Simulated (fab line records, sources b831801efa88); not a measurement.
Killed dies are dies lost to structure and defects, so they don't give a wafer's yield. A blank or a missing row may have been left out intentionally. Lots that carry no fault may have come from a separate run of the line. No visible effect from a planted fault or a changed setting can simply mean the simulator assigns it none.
Matching of chambers :: flow gf180mcu :: GF_V1_CMP_26 on cmp-02 has 4 sister chambers
The step polishes, stops on SiO2, t overpolish 15 s, target thk 0 nm. 4 wafers are shown with their chamber, then 10 later ones without.

## WAFERS, EACH WITH ITS CHAMBER
wafer: L915.3
chamber: 2
motor current A (A): 11.6

wafer: L927.2
chamber: 3
motor current A (A): 12.6

wafer: L929.2
chamber: 1
motor current A (A): 10.7

wafer: L929.3
chamber: 0
motor current A (A): 12.9

## WAFERS WITH NO CHAMBER GIVEN
wafer: L929.5
motor current A (A): 12.4

wafer: L931.1
motor current A (A): 12.8

wafer: L931.2
motor current A (A): 12.2

wafer: L931.6
motor current A (A): 10.7

wafer: L930.1
motor current A (A): 10.2

wafer: L930.2
motor current A (A): 13.0

wafer: L930.4
motor current A (A): 12.0

wafer: L936.3
motor current A (A): 10.6

wafer: L936.4
motor current A (A): 12.8

wafer: L936.5
motor current A (A): 10.0

## EACH ONE'S CHAMBER
wafer: L929.5
from the rows above: can't be placed: 3 or 0 or 2
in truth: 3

wafer: L931.1
from the rows above: can't be placed: 0 or 3
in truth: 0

wafer: L931.2
from the rows above: can't be placed: 3 or 2 or 0
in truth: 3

wafer: L931.6
from the rows above: 1
in truth: 1

wafer: L930.1
from the rows above: 1
in truth: 1

wafer: L930.2
from the rows above: can't be placed: 0 or 3
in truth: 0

wafer: L930.4
from the rows above: can't be placed: 2 or 3 or 0
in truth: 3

wafer: L936.3
from the rows above: 1
in truth: 1

wafer: L936.4
from the rows above: can't be placed: 0 or 3
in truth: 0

wafer: L936.5
from the rows above: 1
in truth: 1
Correctly placed: 4 of 10. Cannot be placed on the basis of these rows: 6; the candidates contain the true chamber in 6. Placed wrongly: 0.
How it was worked out, from the rows above alone: a wafer's distance from a chamber is the root of the sum, over the readings, of the square of ((its reading less the chamber's mean) divided by the reading's scatter). If the next closest chamber is less than 2 further off than the closest, the wafer can't be placed; otherwise it belongs to the closest. Each chamber's mean is taken over the wafers shown for it. The scatter: root of mean squared gap, hidden wafer to nearest shown wafer, with one shown wafer a chamber.
